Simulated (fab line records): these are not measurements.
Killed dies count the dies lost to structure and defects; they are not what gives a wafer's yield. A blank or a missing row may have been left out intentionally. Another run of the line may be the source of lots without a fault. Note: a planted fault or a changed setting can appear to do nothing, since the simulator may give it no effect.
Struck lot and sound lot, side by side | flow sky130 | 18 steps out of a route of 708
Sound: wafers L782.2, L782.3, L782.6. Struck: wafer L799.4; the same lot's L799.2 was not struck, so it is left out; see the end for the cause.
Per side, at each step with rows, come the tool, then ch with its chambers, and then its first start. Under that, the readings that differ: sound wafers | struck wafers | difference of the means | sigmas: that difference in standard deviations of wafers without a fault.
alike: a reading whose means differ by less than 2 such deviations, as well as words and numbers matching on both sides. not compared: withheld readings; readings where some wafer has no value; bounds like >300 that might hide an equal value; numbers whose values overlap and for which the record gives no deviation.
Wherever a step has rows on one side only, a row that says differs or no value, or a row with sigmas, the two part there. Numbers that have no deviation but don't overlap get no sigmas and don't part them. A reading that every wafer of one side lacks parts them only if that side has two wafers or more.

first, 3 steps without rows for these wafers: SKY_POLY_CUT_EXPOSE_05 (exposes mask NPCM, target cd 270 nm); SKY_POLY_CUT_PEB_06; SKY_POLY_CUT_DEVELOP_07 (develop time 60 s).
SKY_POLY_CUT_CD_MEAS_08: the cd target is 270 nm.
  sound on cd_sem-02, day 27 14:08; struck on cd_sem-01, day 31 17:10
  alike: cd_nm
SKY_POLY_CUT_OVL_MEAS_09:
  sound on overlay-02, day 27 14:15; struck on overlay-01, day 31 17:17
  reading           | sound | struck | difference | sigmas
  POLY_CUT_OVL (nm) | 8 6 3 | -7     | -13        | -2
SKY_POLY_CUT_ETCH_10: etches BARC in N2/H2, stops on SiO2, time 45.9 s, target depth 60 nm.
  sound on rie_diel-03 ch 1,2,3, day 27 14:17; struck on rie_diel-03 ch 1, day 31 17:19
  alike: drypump_motor_current_A, h2_flow_sccm, oes_product_au, throttle_valve_pct
  not compared: rf_hours_counter_h
SKY_POLY_CUT_ETCH_11: etches Si3N4 in CF4/CH2F2/Ar, stops on poly-Si, time 42.5 s, target depth 60 nm.
  sound on rie_diel-03 ch 1,2,3, day 27 14:19; struck on rie_diel-03 ch 1, day 31 17:21
  alike: drypump_motor_current_A, oes_product_au, throttle_valve_pct
  not compared: rf_hours_counter_h
SKY_POLY_CUT_STRIP_12: strips in O2/N2.
  sound on plasma_asher-03 ch 0,1, day 27 14:22; struck on plasma_asher-02 ch 1, day 31 17:23
  alike: drypump_motor_current_A, oes_product_au, strip_time_to_endpoint_s
  not compared: rf_hours_counter_h
then, 4 steps without rows for these wafers: SKY_SD_P_DEHYDRATE_00 (time 60 s); SKY_SD_P_HMDS_01 (prime time 60 s); SKY_SD_P_COAT_02 (resist thk 1140 nm); SKY_SD_P_SOFTBAKE_03 (time 60 s).
SKY_SD_P_EXPOSE_04: exposes mask PSDM, target cd 380 nm.
  sound on iline_stepper-01 ch 0, day 28 04:36; struck on iline_stepper-01 ch 0, day 32 08:10
  alike: mask
then, 2 steps without rows for these wafers: SKY_SD_P_PEB_05; SKY_SD_P_DEVELOP_06 (develop time 60 s).
SKY_SD_P_CD_MEAS_07: the cd target is 380 nm.
  sound on cd_sem-01, day 28 17:16; struck on cd_sem-02, day 32 21:43
  reading    | sound             | struck | difference | sigmas
  cd_nm (nm) | 382.4 382.1 382.9 | 353.8  | -28.7      | -11
  not compared: hold
SKY_SD_P_OVL_MEAS_08:
  sound on overlay-02, day 28 17:22; struck on overlay-02, day 32 23:59
  reading | sound | struck                   | difference                   | sigmas
  hold    | - - - | await_dispo/2.2h/release | no value on the sound wafers |
  alike: SD_P_OVL
next, for these wafers, 1 step has no rows: SKY_PAD_OPEN_PROBE_99.

## WHERE THEY PART
First at SKY_POLY_CUT_OVL_MEAS_09; last, within this record, at SKY_SD_P_OVL_MEAS_08.

WHY: whatever the simulator had introduced
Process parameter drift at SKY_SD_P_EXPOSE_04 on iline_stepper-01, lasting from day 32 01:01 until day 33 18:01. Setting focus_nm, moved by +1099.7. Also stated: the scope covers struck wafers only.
